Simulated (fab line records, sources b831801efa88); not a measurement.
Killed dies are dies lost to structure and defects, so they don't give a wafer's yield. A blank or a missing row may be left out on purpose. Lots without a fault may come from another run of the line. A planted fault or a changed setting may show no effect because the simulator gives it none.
A struck lot beside a sound one | flow sky130 | 15 steps out of a route of 708
Sound: wafers L837.1, L837.4, L837.5. Struck: wafers L846.2, L846.3, L846.5. The cause comes at the end.
At each step with rows: each side's tool, then ch and its chambers, then its first start. Under that, the readings that differ: sound wafers | struck wafers | difference of the means | sigmas: that difference in standard deviations of wafers without a fault.
alike: readings whose means differ by less than 2 such deviations, and words and numbers that are the same on both sides. not compared: withheld readings, readings that some wafer has no value for, bounds like >300 that may hide the same value, and numbers for which the record gives no deviation and whose values overlap.
The two part at a step that has a row with sigmas, a row that says differs or no value, or rows on one side only. Numbers that don't overlap but have no deviation are shown without sigmas and don't part them. A reading that every wafer of one side lacks parts them only if that side has two wafers or more.

first, 2 steps without rows for these wafers: SKY_LDD_LDN_IMPLANT_10; SKY_LDD_LDN_IMPLANT_11.
SKY_LDD_LDN_STRIP_12: strips in O2/N2.
  sound on plasma_asher-01 ch 1, day 23 18:01; struck on plasma_asher-02 ch 0,1, day 27 11:08
  reading                     | sound       | struck      | difference | sigmas
  drypump_motor_current_A (A) | 4.8 4.8 4.7 | 5.8 6.1 5.8 | +1.1       | +2
  alike: oes_product_au, strip_time_to_endpoint_s
  not compared: rf_hours_counter_h
SKY_LDD_LDN_TW_MEAS_13:
  sound on film_metro-04, day 23 18:07; struck on film_metro-01, day 27 11:15
  alike: LDD_LDN_TW
then, 2 steps without rows for these wafers: SKY_LDD_LDN_CLEAN_14 (cleans in SC1/SC2, time 150 s); SKY_SPACER_CVD_00 (deposits Si3N4 from DCS/NH3, target thk 43.1 nm, time 740 s).
SKY_SPACER_THK_MEAS_01:
  sound on film_metro-01, day 23 19:44; struck on film_metro-01, day 27 12:50
  alike: SPACER_CVD_00_THK
SKY_SPACER_ETCHBACK_02: etches Si3N4 in CH3F/O2, stops on SiO2, time 46.7 s, target depth 45 nm.
  sound on rie_diel-02 ch 0,2,3, day 23 19:47; struck on rie_diel-02 ch 0,3, day 27 12:53
  alike: drypump_motor_current_A, oes_product_au, throttle_valve_pct
  not compared: rf_hours_counter_h
then, 4 steps without rows for these wafers: SKY_POLY_CUT_DEHYDRATE_00 (time 60 s); SKY_POLY_CUT_HMDS_01 (prime time 60 s); SKY_POLY_CUT_COAT_02 (resist thk 60 nm); SKY_POLY_CUT_COAT_03 (resist thk 450 nm).
SKY_POLY_CUT_SOFTBAKE_04: time 90 s.
  sound on litho_track-04 ch 0, day 24 11:00; struck on litho_track-02 ch 0, day 28 04:00
  reading          | sound                | struck               | difference | sigmas
  run_length_s (s) | 118.85 118.82 118.91 | 124.50 124.61 124.46 | +5.66      | +28
  alike: exhaust_pa
then, 1 step without rows for these wafers: SKY_POLY_CUT_EXPOSE_05 (exposes mask NPCM, target cd 270 nm).
-- the record jumps here: 21 days lie between the struck wafers' starts before and after (it left off in module POLY_CUT and takes up again in module PAD_OPEN, whose first step shown is number 708 of the route) --
SKY_PAD_OPEN_PROBE_99:
  sound on prober-02, day 46 13:33; struck on prober-01, day 49 00:19
  alike: killed_at_M0_to_M3, killed_at_M4_up, killed_at_contacts, killed_at_front_end, killed_at_other, killed_dies, killed_open, killed_short

WHERE THEY PART
First at SKY_LDD_LDN_STRIP_12; last, within this record, at SKY_POLY_CUT_SOFTBAKE_04. Later steps at which nothing parts them and some readings are alike: SKY_PAD_OPEN_PROBE_99.

WHY: what the simulator had put in
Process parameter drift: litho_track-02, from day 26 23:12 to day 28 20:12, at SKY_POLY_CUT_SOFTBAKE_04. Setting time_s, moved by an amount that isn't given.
